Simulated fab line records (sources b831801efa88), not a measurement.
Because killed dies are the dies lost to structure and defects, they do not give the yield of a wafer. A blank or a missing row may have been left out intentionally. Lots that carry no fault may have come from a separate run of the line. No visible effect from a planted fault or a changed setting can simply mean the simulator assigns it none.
Problem report in the 8D (eight disciplines) form, filled by code + flow sky130 + the parts of the form that need people (team, actions taken, sign-off) are left out

== 1. PROBLEM STATEMENT ==
Wafers without a fault read 2999.9 rpm, standard deviation 1.6; spin_speed_rpm at SKY_VIA3_COAT_06 reads a mean of 3174.7 rpm on 6 wafers belonging to 2 lots. That is +99 or more standard deviations from the usual mean.
The step: resist thk 60 nm.
The first sign was on wafer L858.3 at day 42 16:13, on litho_track-01. Wafers with a number at this step in the record: 42, from 14 lots. Rule for "out", or "out of limits": more than 4 standard deviations from the usual mean. The rest of the wafers with a number are treated as sound.

== 2. WHAT IT IS AND WHAT IT IS NOT ==
| question                    | is                     | is not                                                                                                              |
|-----------------------------|------------------------|---------------------------------------------------------------------------------------------------------------------|
| which readings at this step | spin_speed_rpm         | dispense_pressure_kPa                                                                                               |
| which lots                  | L858, L859             | L847, L849, L851, L860, L862, L864, L865, L866, L867, L868, L869, L870                                              |
| which wafers of those lots  | all that have a number | -                                                                                                                   |
| read on which tools         | litho_track-01         | litho_track-02, litho_track-04                                                                                      |
| when                        | from day 42 16:13      | up to then (9 sound wafers); but 27 sound wafers of L860, L862, L864, L865, L866, L867, L868, L869, L870 came after |

== 3. WHAT RULES OUT EACH SUSPECT ==
Counting: a tool stays on the suspect list if, at a process step up to the reading, it processed all lots that are out and no sound lot following the first of them.
- litho_track-01 at SKY_VIA3_COAT_06 (resist thk 60 nm): kept. It processed each lot that is out, first L858 at day 42 16:13, and no sound lot thereafter; up to then, the last sound lot it processed was L851 at day 40 09:53. Out on those wafers are its own readings of spin_speed_rpm.
The count leaves litho_track-01 at SKY_VIA3_COAT_06.

== 4. THE CAUSE (what the simulator had put in) ==
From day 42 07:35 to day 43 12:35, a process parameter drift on litho_track-01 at SKY_VIA3_COAT_06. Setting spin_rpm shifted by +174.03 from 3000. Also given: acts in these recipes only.
The count eliminated every tool but this one.

== 5. THE EFFECT CHAIN, in route order ==
Rows list readings where the struck wafers' mean (over those with a number) sits beyond 3 standard deviations from the usual. Readings are gone through only where the record gives a usual standard deviation; hours: the median, over the lots, of the time from a lot's start at the first step in this table giving one to that lot's start at this step; sigmas: the change measured in usual standard deviations.
| hours | step             | reading        | usual      | on struck wafers | change | sigmas      |
|-------|------------------|----------------|------------|------------------|--------|-------------|
| 0     | SKY_VIA3_COAT_06 | spin_speed_rpm | 2999.9 rpm | 3174.7           | +174.8 | +99 or more |
The process steps in it:
- SKY_VIA3_COAT_06: resist thk 60 nm.

== 6. WHAT WOULD HAVE CAUGHT IT SOONER ==
First out-of-limits reading in this record: day 42 16:13, which is 9 hours after fault onset at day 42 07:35.
